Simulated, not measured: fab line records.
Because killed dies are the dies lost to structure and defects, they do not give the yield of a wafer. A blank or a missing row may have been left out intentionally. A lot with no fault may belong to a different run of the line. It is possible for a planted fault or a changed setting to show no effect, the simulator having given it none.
The tool behind it: which one? | flow gf180mcu | 30 wafers from 10 lots sampled at 6 of the route's 602 steps

== WHAT EACH GAUGE READ, for each wafer ==
GF_V4_RS_MEAS_24: measures by four-point-probe.
lot  | measured     | on            | V4_W_RS (ohm/sq)
L435 | day 24 21:10 | film-metro-01 | 0.331 0.331 0.321
L438 | day 26 00:22 | film-metro-03 | 0.339 0.326 0.336
L440 | day 26 16:19 | film-metro-01 | 0.333 0.213 0.212 0.334 0.213 0.212
L441 | day 27 00:55 | film-metro-02 | 0.214 0.329 0.212 0.214 0.330 0.212
L444 | day 27 21:21 | film-metro-02 | 0.329 0.333 0.332
L449 | day 29 05:42 | film-metro-03 | 0.328 0.329 0.327
L450 | day 29 10:32 | film-metro-03 | 0.331 0.331 0.334
L454 | day 30 14:23 | film-metro-01 | 0.324 0.333 0.328
L455 | day 30 21:27 | film-metro-01 | 0.333 0.329 0.325
L456 | day 31 03:26 | film-metro-02 | 0.333 0.327 0.326

GF_V4_THK_MEAS_25: measures by xrf.
lot  | measured     | on            | V4_W_THK (nm)
L435 | day 24 21:17 | film-metro-01 | 348 349 355
L438 | day 26 00:29 | film-metro-03 | 342 352 344
L440 | day 26 18:49 | film-metro-01 | 342 536 534 341 530 537
L441 | day 27 04:50 | film-metro-02 | 541 348 540 540 349 542
L444 | day 27 21:28 | film-metro-02 | 349 345 346
L449 | day 29 05:49 | film-metro-03 | 346 348 350
L450 | day 29 10:38 | film-metro-03 | 344 346 343
L454 | day 30 14:30 | film-metro-01 | 356 346 351
L455 | day 30 21:34 | film-metro-01 | 346 348 352
L456 | day 31 03:33 | film-metro-02 | 338 343 346

GF_MIM_THK_MEAS_06.
lot  | measured     | on            | MIM_CVD_05_THK (nm)
L435 | day 24 21:54 | film-metro-04 | 41.8 42.0 43.2
L438 | day 26 01:05 | film-metro-03 | 42.9 42.4 43.8
L440 | day 27 02:04 | film-metro-02 | 42.1 43.4 43.0
L441 | day 27 10:10 | film-metro-02 | 42.0 41.7 42.5
L444 | day 27 22:07 | film-metro-02 | 42.3 42.2 43.0
L449 | day 29 06:25 | film-metro-02 | 42.2 42.1 42.7
L450 | day 29 11:16 | film-metro-03 | 42.3 43.1 43.4
L454 | day 30 15:07 | film-metro-04 | 43.3 42.3 43.0
L455 | day 30 22:11 | film-metro-02 | 42.6 42.1 42.6
L456 | day 31 04:10 | film-metro-04 | 42.7 43.1 43.6

== WHAT TOOL EACH LOT RAN ON (gives the tool, then ch and the chambers of the sampled wafers, and finally the start) ==
lot  | GF_V4_CVD_23                  | GF_V4_CMP_26                  | GF_MIM_CVD_05
L435 | cvd-w-01 ch 0,1, day 24 21:04 | cmp-01 ch 1,2, day 24 21:24   | pecvd-03 ch 0,1,2, day 24 21:52
L438 | cvd-w-01 ch 0,1, day 26 00:14 | cmp-02 ch 0,1,3, day 26 00:32 | pecvd-01 ch 0,2, day 26 01:03
L440 | cvd-w-01 ch 0,1, day 26 16:11 | cmp-02 ch 0,2,3, day 27 01:29 | pecvd-03 ch 0,1,2, day 27 02:01
L441 | cvd-w-01 ch 0,1, day 27 00:47 | cmp-02 ch 0,2,3, day 27 09:32 | pecvd-03 ch 1,2, day 27 10:00
L444 | cvd-w-02 ch 0,1, day 27 21:14 | cmp-01 ch 0,1, day 27 21:32   | pecvd-02 ch 0,1,2, day 27 22:04
L449 | cvd-w-02 ch 1, day 29 05:34   | cmp-01 ch 0,1,2, day 29 05:55 | pecvd-03 ch 0,2, day 29 06:23
L450 | cvd-w-02 ch 0,1, day 29 10:26 | cmp-01 ch 0,1,2, day 29 10:41 | pecvd-02 ch 0,2, day 29 11:12
L454 | cvd-w-01 ch 0,1, day 30 14:16 | cmp-01 ch 0,1,2, day 30 14:34 | pecvd-01 ch 0,1, day 30 15:05
L455 | cvd-w-02 ch 0,1, day 30 21:20 | cmp-01 ch 0,2, day 30 21:41   | pecvd-03 ch 0,1,2, day 30 22:09
L456 | cvd-w-01 ch 0,1, day 31 03:19 | cmp-01 ch 0,1,3, day 31 03:43 | pecvd-02 ch 0,1,2, day 31 04:08
- GF_V4_CVD_23: deposits W, target thk 350 nm, time 104.9 s.
- GF_V4_CMP_26: polishes, stops on SiO2, t overpolish 15 s, target thk 0 nm.
- GF_MIM_CVD_05: deposits Si3N4, target thk 42 nm, time 29.68 s.

== WHAT THE TOOLS THEMSELVES READ (means of the sampled wafers that have a number; where no wafer has one, the mark that the record gives instead) ==
GF_V4_CVD_23.
lot  | tool     | chamber-pressure-Torr (Torr) | heater-power-w (W)
L435 | cvd-w-01 | 40.04                        | 858
L438 | cvd-w-01 | 40.04                        | 855
L440 | cvd-w-01 | 40.04                        | 867
L441 | cvd-w-01 | 40.02                        | 874
L444 | cvd-w-02 | 39.95                        | 847
L449 | cvd-w-02 | 39.97                        | 871
L450 | cvd-w-02 | 39.99                        | 836
L454 | cvd-w-01 | 40.06                        | 890
L455 | cvd-w-02 | 39.97                        | 865
L456 | cvd-w-01 | 40.07                        | 874

GF_V4_CMP_26.
lot  | tool   | head-pressure-psi (psi) | motor-current-A (A) | slurry-filter-dp-kPa (kPa) | time-to-endpoint-s (s)
L435 | cmp-01 | 3.507                   | 10.5                | 13.57                      | 86
L438 | cmp-02 | 3.503                   | 10.7                | 13.71                      | 83
L440 | cmp-02 | 3.497                   | 10.4                | 13.56                      | 111
L441 | cmp-02 | 3.493                   | 10.5                | 13.51                      | 108
L444 | cmp-01 | 3.506                   | 11.3                | 13.47                      | 84
L449 | cmp-01 | 3.494                   | 10.4                | 13.43                      | 87
L450 | cmp-01 | 3.501                   | 10.9                | 13.62                      | 84
L454 | cmp-01 | 3.492                   | 11.2                | 13.48                      | 89
L455 | cmp-01 | 3.502                   | 10.1                | 13.54                      | 84
L456 | cmp-01 | 3.506                   | 10.9                | 13.45                      | 87

GF_MIM_CVD_05.
lot  | tool     | heater-power-w (W)
L435 | pecvd-03 | 630
L438 | pecvd-01 | 623
L440 | pecvd-03 | 621
L441 | pecvd-03 | 585
L444 | pecvd-02 | 838
L449 | pecvd-03 | 557
L450 | pecvd-02 | 732
L454 | pecvd-01 | 710
L455 | pecvd-03 | 627
L456 | pecvd-02 | 848

== THE ANSWER, worked out from the rows above alone ==
Rule: the lots themselves supply what counts as usual. The widest of any qualifying gaps counts: lots, ordered by their means at a reading, are off when they make up no more than a third of the lots, leave a main group of 4 or more, and stand apart from it by 3 or more times the standard deviation of that group's means. A main group is skipped when, at the precision printed for the reading in the tables above, its means are all equal. Also off: a lot with no number at a reading for which 4 or more lots have one. The other lots that the step has rows for count as sound. After the gauges, taken in route order, come the tools' own readings; for these a lot's mean is taken, as printed above. At the first step where some lot is off, the reading lying furthest off is the one used; lots without a number count as furthest.
Off: L440, L441, at GF_V4_RS_MEAS_24 (V4_W_RS). For the main group the mean is 0.330 ohm/sq and the standard deviation 0.0021.
A tool fits if, at a process step before that reading, it ran every lot that is off, and no sound lot after the first of them. The gauges at GF_V4_RS_MEAS_24 aren't tried: what is off there is off at GF_V4_CMP_26 too, on other tools, and a gauge's error can't cause that. No candidate that was tried fits.

== WHAT WAS PUT IN BY THE SIMULATOR ==
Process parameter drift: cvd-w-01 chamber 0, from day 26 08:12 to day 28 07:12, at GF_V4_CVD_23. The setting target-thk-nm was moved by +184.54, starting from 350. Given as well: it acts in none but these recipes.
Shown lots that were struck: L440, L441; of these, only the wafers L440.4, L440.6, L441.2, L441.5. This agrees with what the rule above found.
